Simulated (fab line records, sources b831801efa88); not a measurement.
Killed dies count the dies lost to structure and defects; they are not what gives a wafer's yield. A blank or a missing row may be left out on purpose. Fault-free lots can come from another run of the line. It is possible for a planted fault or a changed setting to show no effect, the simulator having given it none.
Which of the tools did it?	flow sky130	33 wafers sampled from 11 lots at 1 step of a route of 708

## WHAT THE GAUGES READ, wafer by wafer
SKY_FIELD_ISO_THK_MEAS_25.
lot	measured	on	FIELD_ISO_CVD_24_THK (nm)
L401	day 2 18:29	film metro-02	600 601 598
L403	day 3 04:32	film metro-02	594 588 597
L404	day 3 13:02	film metro-03	593 597 596
L406	day 3 21:11	film metro-04	589 595 592
L407	day 4 01:07	film metro-03	583 593 596
L409	day 4 12:07	film metro-04	604 604 610
L411	day 4 20:58	film metro-03	600 605 601
L412	day 5 01:58	film metro-02	586 583 585
L414	day 5 14:35	film metro-02	582 592 588
L415	day 5 20:15	film metro-04	595 599 598
L418	day 6 11:44	film metro-04	593 592 593

## WHICH TOOL RAN EACH LOT (tool, then ch and the chambers of the sampled wafers, then the start)
Record: no process step prior to these readings.

## THE ANSWER, worked out from the rows above alone
Rule: usual is defined by the lots themselves. The widest of any qualifying gaps counts: lots, ordered by their means at a reading, are off when they make up no more than a third of the lots, leave a main group of 4 or more, and stand apart from it by 3 or more times the standard deviation of that group's means. Not used: any main group whose means are identical at the precision the tables above print for the reading. A lot without any number at a reading at which 4 lots or more have one is off too. Any other lot the step has rows for is counted as sound.
Across all readings shown, no lot is off: no conclusion can be drawn from this.

## WHAT WAS PUT IN BY THE SIMULATOR
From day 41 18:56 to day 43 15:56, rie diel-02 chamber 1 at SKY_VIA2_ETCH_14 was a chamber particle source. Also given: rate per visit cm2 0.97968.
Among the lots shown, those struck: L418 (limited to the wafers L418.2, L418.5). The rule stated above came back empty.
